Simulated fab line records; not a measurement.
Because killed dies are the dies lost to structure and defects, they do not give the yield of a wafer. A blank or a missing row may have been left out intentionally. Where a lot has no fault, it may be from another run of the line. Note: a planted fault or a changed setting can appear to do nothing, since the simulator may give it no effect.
What tool caused it? | flow gf180mcu | 36 wafers from 12 lots sampled at 2 of the route's 602 steps

WHAT THE GAUGES READ, wafer by wafer
GF_V4_THK_MEAS_03.
lot  | measured     | on            | V4_CVD_02_THK (nm)
L075 | day 24 03:20 | film metro-03 | 814 825 832
L076 | day 24 17:05 | film metro-03 | 831 843 839
L079 | day 25 11:31 | film metro-02 | 839 847 870
L081 | day 26 02:45 | film metro-02 | 836 819 845
L083 | day 26 17:40 | film metro-02 | 829 835 841
L085 | day 27 09:49 | film metro-02 | 830 829 837
L087 | day 28 01:11 | film metro-03 | 821 830 841
L089 | day 28 10:11 | film metro-02 | 831 852 841
L091 | day 29 08:12 | film metro-02 | 847 848 857
L093 | day 29 11:43 | film metro-02 | 838 844 871
L095 | day 30 17:38 | film metro-04 | 825 831 848
L097 | day 30 22:00 | film metro-04 | 851 842 861

WHICH TOOL RAN EACH LOT (tool, then ch and the chambers of the sampled wafers, then the start)
lot  | GF_V3_CVD_23
L075 | cvd w-02 ch 0,1, day 23 03:14
L076 | cvd w-01 ch 0, day 23 16:13
L079 | cvd w-02 ch 0,1, day 24 11:37
L081 | cvd w-01 ch 0,1, day 25 03:41
L083 | cvd w-02 ch 0,1, day 25 18:40
L085 | cvd w-02 ch 0,1, day 26 11:30
L087 | cvd w-02 ch 1, day 27 02:31
L089 | cvd w-01 ch 0,1, day 27 11:56
L091 | cvd w-01 ch 0,1, day 28 10:46
L093 | cvd w-02 ch 0,1, day 28 14:14
L095 | cvd w-01 ch 0,1, day 29 21:50
L097 | cvd w-01 ch 0,1, day 30 01:38
- GF_V3_CVD_23: deposits W, target thk 350 nm, time 104.9 s.

THE ANSWER, worked out from the rows above alone
Rule: the lots themselves supply what counts as usual. The widest of any qualifying gaps counts: lots, ordered by their means at a reading, are off when they make up no more than a third of the lots, leave a main group of 4 or more, and stand apart from it by 3 or more times the standard deviation of that group's means. A main group whose means are all the same, to the digits that the tables above print for the reading, isn't used. Also off: a lot with no number at a reading for which 4 or more lots have one. The other lots that the step has rows for count as sound.
Across all readings shown, no lot is off: no conclusion can be drawn from this.

WHAT THE SIMULATOR HAD INSERTED
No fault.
